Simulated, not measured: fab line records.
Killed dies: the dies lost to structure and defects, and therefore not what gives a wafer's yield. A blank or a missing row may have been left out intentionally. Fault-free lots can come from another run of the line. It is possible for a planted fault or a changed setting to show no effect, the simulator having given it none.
Which tool was responsible? ; flow sky130 ; 6 lots with 18 wafers sampled at 4 steps, on a route of 708 steps

== WHAT THE GAUGES READ, wafer by wafer ==
SKY_VT_ADJUST_HVTP_CD_MEAS_07: the cd target is 380 nm.
lot;measured;on;cd_nm (nm)
L813;day 6 16:16;cd_sem-01;381.2 382.6 383.9
L817;day 7 13:30;cd_sem-01;377.8 379.3 379.7
L820;day 8 10:02;cd_sem-01;380.3 380.5 381.4
L827;day 10 06:23;cd_sem-01;380.9 378.7 379.7
L829;day 10 23:20;cd_sem-02;379.0 379.7 379.2
L832;day 11 20:24;cd_sem-02;385.7 387.1 383.0

== TOOL THAT RAN EACH LOT (tool first, then ch and the chambers of the sampled wafers, then the start) ==
lot;SKY_FIELD_ISO_ETCH_15;SKY_FIELD_ISO_CMP_27;SKY_NWELL_IMPLANT_12
L813;rie_diel-03 ch 0,3, day 2 16:58;cmp-01 ch 0,2, day 2 20:54;implanter-01 ch 0, day 5 03:05
L817;rie_diel-03 ch 0,1,2, day 3 11:54;cmp-01 ch 0,2,3, day 3 16:30;implanter-03 ch 0, day 5 23:11
L820;rie_diel-04 ch 0,1,2, day 4 02:49;cmp-01 ch 0,2,3, day 4 08:46;implanter-03 ch 0, day 6 18:23
L827;rie_diel-03 ch 0,2,3, day 5 15:24;cmp-02 ch 0,1,2, day 5 20:44;implanter-01 ch 0, day 8 10:23
L829;rie_diel-04 ch 1,2,3, day 6 04:04;cmp-01 ch 0,1,3, day 6 08:39;implanter-01 ch 0, day 9 02:04
L832;rie_diel-01 ch 0,3, day 7 00:21;cmp-01 ch 0,1,3, day 7 04:14;implanter-03 ch 0, day 9 21:30
- SKY_FIELD_ISO_ETCH_15: etches the open film in CHF3/O2, stops on Si, target depth 180 nm, time 72 s.
- SKY_FIELD_ISO_CMP_27: polishes, stops on Si3N4, t overpolish 16 s, target thk 457.8 nm.
- SKY_NWELL_IMPLANT_12

== THE ANSWER, worked out from the rows above alone ==
Rule: usual is defined by the lots themselves. Put in order of their means at a reading, lots are off if they are a third of the lots or fewer, leave a main group of 4 or more, and stand apart from it by a gap of 3 or more times the standard deviation of the main group's means; of several such gaps the widest counts. Not used: any main group whose means are identical at the precision the tables above print for the reading. Also off: a lot with no number at a reading for which 4 or more lots have one. Any other lot the step has rows for is counted as sound.
Across all readings shown, no lot is off: no conclusion can be drawn from this.

== WHAT THE SIMULATOR PUT IN ==
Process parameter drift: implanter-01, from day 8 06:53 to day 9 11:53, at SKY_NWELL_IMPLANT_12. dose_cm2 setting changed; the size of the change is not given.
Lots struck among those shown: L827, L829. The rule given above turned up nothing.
